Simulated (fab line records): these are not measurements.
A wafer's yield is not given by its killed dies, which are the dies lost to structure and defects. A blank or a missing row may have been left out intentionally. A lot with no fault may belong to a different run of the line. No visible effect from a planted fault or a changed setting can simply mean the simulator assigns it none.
Problem report, 8D (eight disciplines) form, completed by code ; flow sky130 ; the parts of the form that need people (team, actions taken, sign-off) are left out

## 1. THE PROBLEM
runLengthS at SKY_METAL4_ETCH_16 reads a mean of 97.3 s on 2 wafers of 1 lot; wafers without a fault read 116.1 s with a standard deviation of 0.47. Relative to the usual mean, that is a shift of -40 standard deviations.
The step: etches BARC in N2/H2, stops on SiO2, time 88.2 s, target depth 60 nm.
First observed at day 45 15:44: wafer L672.1, on rieMetal-04. At this step, 33 wafers from 11 lots have a number in the record. The rule behind "out" and "out of limits": a value lying over 4 standard deviations away from the usual mean. Any other wafer with a number is counted as sound.

## 2. WHAT IT IS; WHAT IT IS NOT
question;is;is not
which readings at this step;runLengthS, oesProductAu;chamberPressureMTorr, drypumpMotorCurrentA
which lots;L672;L658, L659, L660, L662, L663, L674, L676, L677, L678, L680
which wafers of those lots;L672.1, L672.5;L672.2
read on which tools;rieMetal-04;rieMetal-02, rieMetal-03
when;from day 45 15:44;"up to then (16 sound wafers); but 15 sound wafers of L674, L676, L677, L678, L680 came after"

## 3. THE SUSPECTS, EACH WITH WHAT RULES IT OUT
Counting: any tool at a process step up to the reading remains a suspect provided it ran every lot that is out. Sound lots after the first of them don't rule it out here, since some wafers of a struck lot are sound.
- pvdSputter-03 at SKY_METAL1_SPUTTER_03 (material Ti, target thk 5 nm, time 3.3 s): kept. The lot that is out, L672, ran on it at day 36 06:35; the last sound lot it ran before that was L660, at day 32 13:07.
- rieMetal-03 at SKY_METAL1_DESCUM_17 (chemistry O2, time 8 s): kept. The lot that is out, L672, ran on it at day 37 08:46; the last sound lot it ran before that was L663, at day 34 17:16.
- rieMetal-04 at SKY_METAL4_ETCH_16 (etches BARC in N2/H2, stops on SiO2, time 88.2 s, target depth 60 nm): kept. It ran the lot that is out, L672 (day 45 15:44). Its own readings are out on those wafers: oesProductAu, runLengthS.
Left after counting: pvdSputter-03 at SKY_METAL1_SPUTTER_03, rieMetal-03 at SKY_METAL1_DESCUM_17, rieMetal-04 at SKY_METAL4_ETCH_16.

## 4. THE CAUSE (what the simulator had put in)
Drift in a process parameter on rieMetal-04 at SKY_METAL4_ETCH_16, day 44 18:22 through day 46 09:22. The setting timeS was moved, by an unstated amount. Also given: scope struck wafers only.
Of the 3 suspects that counting leaves, this tool is one.

## 5. THE CHAIN OF EFFECTS, in route order
One row per reading whose mean, taken over the struck wafers that have a number, lies over 3 standard deviations from the usual. Only readings whose record carries a usual standard deviation are examined. hours: median over the lots of the time between each lot's start at the first step of this table that gives one and its start at this step. sigmas: the change, counted in usual standard deviations.
hours;step;reading;usual;on struck wafers;change;sigmas
0;SKY_METAL4_ETCH_16;oesProductAu;0.625 a.u.;0.758;+0.133;+29
0;SKY_METAL4_ETCH_16;runLengthS;116.1 s;97.3;-18.8;-40
It contains these process steps:
- SKY_METAL4_ETCH_16: etches BARC in N2/H2, stops on SiO2, time 88.2 s, target depth 60 nm.

## 6. WHAT WOULD HAVE CAUGHT IT SOONER
21 hours passed between the start of the fault at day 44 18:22 and the first reading out of limits in this record, taken at day 45 15:44.
